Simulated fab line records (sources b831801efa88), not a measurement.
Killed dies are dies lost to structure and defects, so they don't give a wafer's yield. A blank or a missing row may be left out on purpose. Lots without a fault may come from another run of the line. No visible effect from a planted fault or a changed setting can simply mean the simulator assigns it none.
Matching of chambers :: flow sky130 :: SKY_LI_CONTACT_ETCH_14 on rieDiel-03 has 4 sister chambers
The step etches BARC in N2/H2, stops on SiO2, time 45.9 s, target depth 60 nm. 8 wafers are shown with their chamber, then 7 later ones without.

EACH WAFER AND ITS CHAMBER
wafer: L077.1
chamber: 3
drypumpMotorCurrentA (A): 5.9
throttleValvePct (%): 13.229

wafer: L077.5
chamber: 0
drypumpMotorCurrentA (A): 6.6
throttleValvePct (%): 13.231

wafer: L081.4
chamber: 3
drypumpMotorCurrentA (A): 5.9
throttleValvePct (%): 13.218

wafer: L084.2
chamber: 0
drypumpMotorCurrentA (A): 6.5
throttleValvePct (%): 13.220

wafer: L084.4
chamber: 1
drypumpMotorCurrentA (A): 6.4
throttleValvePct (%): 13.232

wafer: L084.5
chamber: 2
drypumpMotorCurrentA (A): 5.8
throttleValvePct (%): 13.221

wafer: L089.2
chamber: 1
drypumpMotorCurrentA (A): 6.4
throttleValvePct (%): 13.231

wafer: L089.4
chamber: 2
drypumpMotorCurrentA (A): 5.8
throttleValvePct (%): 13.224

WAFERS MISSING THEIR CHAMBER
wafer: L089.6
drypumpMotorCurrentA (A): 6.4
throttleValvePct (%): 13.220

wafer: L090.1
drypumpMotorCurrentA (A): 6.5
throttleValvePct (%): 13.237

wafer: L090.2
drypumpMotorCurrentA (A): 5.9
throttleValvePct (%): 13.231

wafer: L090.4
drypumpMotorCurrentA (A): 6.4
throttleValvePct (%): 13.223

wafer: L097.4
drypumpMotorCurrentA (A): 6.5
throttleValvePct (%): 13.225

wafer: L097.5
drypumpMotorCurrentA (A): 5.9
throttleValvePct (%): 13.227

wafer: L097.6
drypumpMotorCurrentA (A): 5.8
throttleValvePct (%): 13.222

WHICH CHAMBER EACH ONE RAN IN
wafer: L089.6
from the rows above: 1
in truth: 1

wafer: L090.1
from the rows above: can't be placed: 0 or 1
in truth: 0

wafer: L090.2
from the rows above: can't be placed: 3 or 2
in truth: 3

wafer: L090.4
from the rows above: 1
in truth: 1

wafer: L097.4
from the rows above: can't be placed: 0 or 1
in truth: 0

wafer: L097.5
from the rows above: 3
in truth: 3

wafer: L097.6
from the rows above: 2
in truth: 2
4 of 7 placed correctly. From these rows, 3 cannot be placed; in 3 the true chamber is one of the candidates. Number placed wrongly: 0.
How it was worked out, from the rows above alone: a wafer's distance from a chamber is the root of the sum, over the readings, of the square of ((its reading less the chamber's mean) divided by the reading's scatter). If the next closest chamber is less than 2 further off than the closest, the wafer can't be placed; otherwise it belongs to the closest. For every chamber, the mean is computed from those of its wafers that are shown. The scatter: take each reading less its chamber's mean, square it, sum over the shown wafers, divide by the number of wafers less the number of chambers, and take the root.
